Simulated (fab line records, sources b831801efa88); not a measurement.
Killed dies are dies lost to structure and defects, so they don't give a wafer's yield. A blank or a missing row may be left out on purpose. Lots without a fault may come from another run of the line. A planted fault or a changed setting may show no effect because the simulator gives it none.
A struck lot beside a sound one | flow sky130 | 14 steps out of a route of 708
Sound: wafers L190.1, L190.3, L190.4. Struck: wafers L186.1, L186.3, L186.5. The cause comes at the end.
At each step with rows: each side's tool, then ch and its chambers, then its first start. Under that, the readings that differ: sound wafers | struck wafers | difference of the means | sigmas: that difference in standard deviations of wafers without a fault.
alike: readings whose means differ by less than 2 such deviations, and words and numbers that are the same on both sides. not compared: withheld readings, readings that some wafer has no value for, bounds like >300 that may hide the same value, and numbers for which the record gives no deviation and whose values overlap.
The two part at a step that has a row with sigmas, a row that says differs or no value, or rows on one side only. Numbers that don't overlap but have no deviation are shown without sigmas and don't part them. A reading that every wafer of one side lacks parts them only if that side has two wafers or more.

first, 4 steps without rows for these wafers: SKY_LDD_LDN_SOFTBAKE_03 (time 60 s); SKY_LDD_LDN_EXPOSE_04 (exposes mask LDNTM, target cd 700 nm); SKY_LDD_LDN_PEB_05; SKY_LDD_LDN_DEVELOP_06 (develop time 57.14 s).
SKY_LDD_LDN_OVL_MEAS_07:
  sound on overlay-02, day 26 22:08; struck on overlay-02, day 24 22:34
  alike: LDD_LDN_OVL
then, 4 steps without rows for these wafers: SKY_LDD_LDN_IMPLANT_08; SKY_LDD_LDN_IMPLANT_09; SKY_LDD_LDN_IMPLANT_10; SKY_LDD_LDN_IMPLANT_11.
SKY_LDD_LDN_STRIP_12: strips in O2/N2.
  sound on plasma_asher-03 ch 0,1, day 26 22:46; struck on plasma_asher-01 ch 0,1, day 24 23:13
  reading               | sound             | struck            | difference | sigmas
  oes_product_au (a.u.) | 0.700 0.710 0.712 | 0.717 0.719 0.718 | +0.011     | +2
  alike: drypump_motor_current_A, strip_time_to_endpoint_s
  not compared: rf_hours_counter_h
SKY_LDD_LDN_TW_MEAS_13:
  sound on film_metro-03, day 26 22:52; struck on film_metro-01, day 24 23:19
  reading    | sound          | struck         | difference | sigmas
  LDD_LDN_TW | 1503 1500 1507 | 1433 1439 1430 | -69        | -2
then, 1 step without rows for these wafers: SKY_LDD_LDN_CLEAN_14 (cleans in SC1/SC2, time 150 s).
SKY_SPACER_CVD_00: deposits Si3N4 from DCS/NH3, target thk 43.1 nm, time 740 s.
  sound on lpcvd-02 ch 1, day 26 22:59; struck on lpcvd-02 ch 0, day 24 23:29
  no value came back on the struck wafers for any of 5 readings (pressure_mtorr (mTorr), spike_tc_bottom_C (C) and others); on the sound wafers pressure_mtorr (mTorr) reads 249.6 249.6 250.3
SKY_PAD_OPEN_PROBE_99:
  the record has rows for the sound wafers here (prober-01, day 48 04:08) and none for the struck ones

WHERE THEY PART
First at SKY_LDD_LDN_STRIP_12; last, within this record, at SKY_PAD_OPEN_PROBE_99.

WHY: what the simulator had put in
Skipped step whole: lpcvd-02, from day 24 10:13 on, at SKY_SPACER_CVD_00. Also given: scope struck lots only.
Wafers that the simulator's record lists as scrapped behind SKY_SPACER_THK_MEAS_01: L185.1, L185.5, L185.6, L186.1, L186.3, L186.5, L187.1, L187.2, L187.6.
